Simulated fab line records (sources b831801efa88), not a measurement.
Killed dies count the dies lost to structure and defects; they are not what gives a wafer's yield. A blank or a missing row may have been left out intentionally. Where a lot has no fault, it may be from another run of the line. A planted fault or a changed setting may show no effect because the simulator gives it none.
8D (eight disciplines) problem report, filled in by code + flow sky130 + the parts of the form that need people (team, actions taken, sign-off) are left out

## 1. WHAT WENT WRONG
CONTACT_W_RS at SKY_CONTACT_RS_MEAS_25 reads a mean of 0.316 ohm/sq on 3 wafers of 1 lot; wafers without a fault read 0.336 ohm/sq with a standard deviation of 0.0033. Measured from the usual mean, that is -6.0 standard deviations.
The step: measures by four-point-probe.
The first sign was on wafer L743.1 at day 34 14:27, on film-metro-03. Wafers with a number at this step in the record: 15, from 5 lots. The rule behind "out" and "out of limits": a value lying over 4 standard deviations away from the usual mean. The rest of the wafers with a number are treated as sound.

## 2. WHAT IT IS, AND WHAT IT ISN'T
| question                    | is                     | is not                                                                   |
|-----------------------------|------------------------|--------------------------------------------------------------------------|
| which readings at this step | CONTACT_W_RS           | -                                                                        |
| which lots                  | L743                   | L736, L739, L744, L757                                                   |
| which wafers of those lots  | all that have a number | -                                                                        |
| read on which gauges        | film-metro-03          | film-metro-02, film-metro-04                                             |
| when                        | from day 34 14:27      | up to then (6 sound wafers); but 6 sound wafers of L744, L757 came after |

## 3. WHAT RULES OUT EACH SUSPECT
Counting: a tool at a process step up to the reading stays a suspect if it ran every lot that is out and no sound lot after the first of them.
- the gauge at SKY_CONTACT_RS_MEAS_25: kept. All the wafers that are out were read on film-metro-03, and no step on other tools shows them out.
- rie-diel-02 at SKY_CONTACT_ETCH_16 (etches BARC in N2/H2, stops on SiO2, time 45.9 s, target depth 60 nm): ruled out as a lasting fault. Following L743 (day 34 13:10), the first lot on it that is out, the sound lots L757 were run on it.
- rie-diel-02 at SKY_CONTACT_ETCH_17 (etches SiO2 in C4F8/O2/Ar, stops on Si3N4, target depth 340 nm): ruled out as a lasting fault. Following L743 (day 34 13:12), the first lot on it that is out, the sound lots L757 were run on it.
- rie-diel-02 at SKY_CONTACT_ETCH_18 (etches Si3N4 in CHF3/O2, stops on TiN, time 39 s, target depth 75 nm): ruled out as a lasting fault. Following L743 (day 34 13:17), the first lot on it that is out, the sound lots L757 were run on it. SKY_CONTACT_ETCH_18: start missing for some lots; hours and lot order therefore follow SKY_CONTACT_STRIP_19.
- plasma-asher-04 at SKY_CONTACT_STRIP_19 (strips in O2/N2): kept. It ran the lot that is out, L743 (day 34 13:17), and no sound lot after that.
- cvd-w-02 at SKY_CONTACT_CVD_24 (deposits W, target thk 340 nm, time 102.12 s): kept. It ran the lot that is out, L743 (day 34 14:20), and no sound lot after that; its last sound lot up to then is L739 (day 33 03:51).
Left after counting: plasma-asher-04 at SKY_CONTACT_STRIP_19, cvd-w-02 at SKY_CONTACT_CVD_24, film-metro-03 at SKY_CONTACT_RS_MEAS_25.

## 4. THE CAUSE (what the simulator had put in)
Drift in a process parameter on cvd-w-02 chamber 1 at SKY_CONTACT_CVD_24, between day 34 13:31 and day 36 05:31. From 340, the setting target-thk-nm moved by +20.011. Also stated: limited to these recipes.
After counting, 3 suspects remain, this tool included.

## 5. THE CHAIN OF EFFECTS, in route order
Each row: a reading whose mean over the struck wafers that have a number lies more than 3 standard deviations from the usual. Scope: only readings with a usual standard deviation given in the record; hours: median across lots of the time from each lot's start at the first step in this table that gives one to its start at this step; sigmas: change in usual standard deviations.
| hours | step                    | reading       | usual        | on struck wafers | change | sigmas |
|-------|-------------------------|---------------|--------------|------------------|--------|--------|
| 0     | SKY_CONTACT_RS_MEAS_25  | CONTACT_W_RS  | 0.336 ohm/sq | 0.316            | -0.020 | -6.0   |
| 7     | SKY_CONTACT_THK_MEAS_26 | CONTACT_W_THK | 346 nm       | 370              | +24    | +4.3   |

## 6. HOW IT WOULD HAVE BEEN CAUGHT EARLIER
In this record the first reading out of limits at a measuring or inspecting step was taken at day 34 14:27, 1 hour after the fault began at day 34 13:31.
Tool readings at SKY_CONTACT_CVD_24 with a usual standard deviation given in the record: none out on any struck wafer, hence no alarm at a limit of 4 standard deviations on them.
By day 34 14:27, every lot that is out (1) had started SKY_CONTACT_CVD_24 on cvd-w-02. Tool hold at that time: it would have spared none of them.
